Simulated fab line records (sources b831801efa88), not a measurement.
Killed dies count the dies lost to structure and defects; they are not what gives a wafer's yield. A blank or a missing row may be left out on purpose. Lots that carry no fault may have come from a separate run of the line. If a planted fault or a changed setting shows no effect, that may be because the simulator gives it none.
A struck lot beside a sound one    flow sky130    43 out of 708 route steps
Sound: the wafers L284.2, L284.4, L284.5. Struck: wafer L292.5. (L292.2, L292.6 of the same lot were not struck and are left out.) The cause comes at the end.
Per side, at each step with rows, come the tool, then ch with its chambers, and then its first start. Under that, the readings that differ: sound wafers    struck wafers    difference of the means    sigmas: that difference in standard deviations of wafers without a fault.
alike: a reading whose means differ by less than 2 such deviations, as well as words and numbers matching on both sides. not compared: withheld readings; readings where some wafer has no value; bounds like >300 that might hide an equal value; numbers whose values overlap and for which the record gives no deviation.
The two part at a step that has a row with sigmas, a row that says differs or no value, or rows on one side only. Numbers that have no deviation but don't overlap get no sigmas and don't part them. A reading that every wafer of one side lacks parts them only if that side has two wafers or more.

first, 7 steps without rows for these wafers: SKY_CONTACT_HMDS_07 (prime time 60 s); SKY_CONTACT_COAT_08 (resist thk 60 nm); SKY_CONTACT_COAT_09 (resist thk 450 nm); SKY_CONTACT_SOFTBAKE_10 (time 90 s); SKY_CONTACT_EXPOSE_11 (exposes mask CTM1, target cd 170 nm); SKY_CONTACT_PEB_12; SKY_CONTACT_DEVELOP_13 (develop time 60 s).
SKY_CONTACT_CD_MEAS_14: target cd 170 nm.
  sound: cdSem-02 at day 32 19:29; struck: cdSem-01 at day 35 17:12
  alike: cdNm
SKY_CONTACT_OVL_MEAS_15:
  sound: overlay-01 at day 32 19:35; struck: overlay-02 at day 35 17:18
  alike: CONTACT_OVL
SKY_CONTACT_ETCH_16: etches BARC in N2/H2, stops on SiO2, time 45.9 s, target depth 60 nm.
  sound on rieDiel-02 ch 1,3, day 32 19:37; struck on rieDiel-02 ch 3, day 35 17:20
  alike: drypumpMotorCurrentA, oesProductAu, throttleValvePct
  not compared: rfHoursCounterH
SKY_CONTACT_ETCH_17: etches SiO2 in C4F8/O2/Ar, stops on Si3N4, target depth 340 nm.
  sound on rieDiel-02 ch 1,3, day 32 19:39; struck on rieDiel-02 ch 3, day 35 17:23
  alike: oesProductAu
SKY_CONTACT_ETCH_18: etches Si3N4 in CHF3/O2, stops on TiN, time 39 s, target depth 75 nm.
  sound on rieDiel-02 ch 1,3; struck on rieDiel-02 ch 3
  alike: drypumpMotorCurrentA, oesProductAu, throttleValvePct
  not compared: rfHoursCounterH
SKY_CONTACT_STRIP_19: strips in O2/N2.
  sound on plasmaAsher-04 ch 0,1, day 32 19:44; struck on plasmaAsher-04 ch 0, day 35 17:28
reading                   sound              struck  difference  sigmas
oesProductAu (a.u.)       0.383 0.380 0.386  0.393   +0.010      +2
stripTimeToEndpointS (s)  3.583 3.583 3.596  3.653   +0.066      +2
  alike: drypumpMotorCurrentA, o2FlowSccm
  not compared: rfHoursCounterH
then, 3 steps without rows for these wafers: SKY_CONTACT_STRIP_20 (strips in post etch residue remover, time 1200 s); SKY_CONTACT_CLEAN_21 (cleans in IPA, time 180 s); SKY_CONTACT_CLEAN_22 (cleans in O3/DIW).
SKY_CONTACT_SPUTTER_23: material TiN, target thk 20 nm, time 80 s.
  sound: pvdSputter-04 at day 32 20:22; struck: pvdSputter-04 at day 35 18:25
  alike: cathodeDcPowerW, throttleValvePct
then, 1 step without rows for these wafers: SKY_CONTACT_CVD_24 (deposits W, target thk 340 nm, time 102.12 s).
SKY_CONTACT_RS_MEAS_25: a four-point-probe measurement.
  sound: filmMetro-02 at day 32 20:34; struck: filmMetro-01 at day 35 18:36
  alike: CONTACT_W_RS
SKY_CONTACT_THK_MEAS_26: measures by xrf.
  sound: filmMetro-02 at day 32 20:40; struck: filmMetro-01 at day 35 18:43
  alike: CONTACT_W_THK
then, 6 steps without rows for these wafers: SKY_CONTACT_CMP_27 (polishes, stops on SiO2, t overpolish 15 s, target thk 0 nm); SKY_METAL1_SPUTTER_00 (material Ti, target thk 15 nm, time 10 s); SKY_METAL1_SPUTTER_01 (material TiN, target thk 20 nm, time 16.7 s); SKY_METAL1_SPUTTER_02 (material AlCu, target thk 250 nm, time 13.3 s); SKY_METAL1_SPUTTER_03 (material Ti, target thk 5 nm, time 3.3 s); SKY_METAL1_SPUTTER_04 (material TiN, target thk 70 nm, time 58.3 s).
SKY_METAL1_RS_MEAS_05: a four-point-probe measurement.
  sound: filmMetro-03 at day 32 21:11; struck: filmMetro-03 at day 35 19:13
reading                  sound                 struck  difference  sigmas
METAL1_ALCU_RS (ohm/sq)  0.1284 0.1287 0.1272  0.1250  -0.0031     -2
SKY_METAL1_THK_MEAS_06: measures by xrf.
  sound: filmMetro-03 at day 32 21:17; struck: filmMetro-03 at day 35 19:20
  alike: METAL1_ALCU_THK
then, 8 steps without rows for these wafers: SKY_METAL1_DEHYDRATE_07 (time 60 s); SKY_METAL1_HMDS_08 (prime time 60 s); SKY_METAL1_COAT_09 (resist thk 60 nm); SKY_METAL1_COAT_10 (resist thk 450 nm); SKY_METAL1_SOFTBAKE_11 (time 90 s); SKY_METAL1_EXPOSE_12 (exposes mask MM1, target cd 140 nm); SKY_METAL1_PEB_13; SKY_METAL1_DEVELOP_14 (develop time 60 s).
SKY_METAL1_CD_MEAS_15: target cd 140 nm.
  sound: cdSem-01 at day 34 00:04; struck: cdSem-01 at day 36 20:58
reading    sound              struck  difference  sigmas
cdNm (nm)  137.8 138.4 138.4  142.1   +3.9        +3
SKY_METAL1_OVL_MEAS_16:
  sound: overlay-02 at day 34 00:11; struck: overlay-01 at day 36 21:04
  alike: METAL1_OVL
then, 3 steps without rows for these wafers: SKY_METAL1_DESCUM_17 (chemistry O2, time 8 s); SKY_METAL1_ETCH_18 (etches BARC in N2/H2, stops on SiO2, time 45.9 s, target depth 60 nm); SKY_METAL1_METAL_ETCH_19 (etches the open film in Cl2/BCl3, stops on SiO2, target depth 360 nm, time 78 s).
SKY_METAL1_STRIP_20: strips in O2/N2.
  sound on plasmaAsher-04 ch 0,1, day 34 00:23; struck on plasmaAsher-04 ch 1, day 36 21:17
  alike: drypumpMotorCurrentA, o2FlowSccm, oesProductAu, stripTimeToEndpointS
  not compared: rfHoursCounterH
-- the record jumps here: 12 days lie between the struck wafers' starts before and after (it left off in module METAL1 and takes up again in module PAD_OPEN, whose first step shown is number 708 of the route) --
SKY_PAD_OPEN_PROBE_99:
  rows exist in the record for the struck wafers here (prober-01, day 49 00:41), but not for the sound ones

WHERE THEY PART
Last at SKY_PAD_OPEN_PROBE_99 as far as this record goes, first at SKY_CONTACT_STRIP_19.

WHY: what had been put in by the simulator
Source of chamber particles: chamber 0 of plasmaAsher-04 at SKY_CONTACT_STRIP_19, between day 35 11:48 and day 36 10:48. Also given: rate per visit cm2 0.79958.
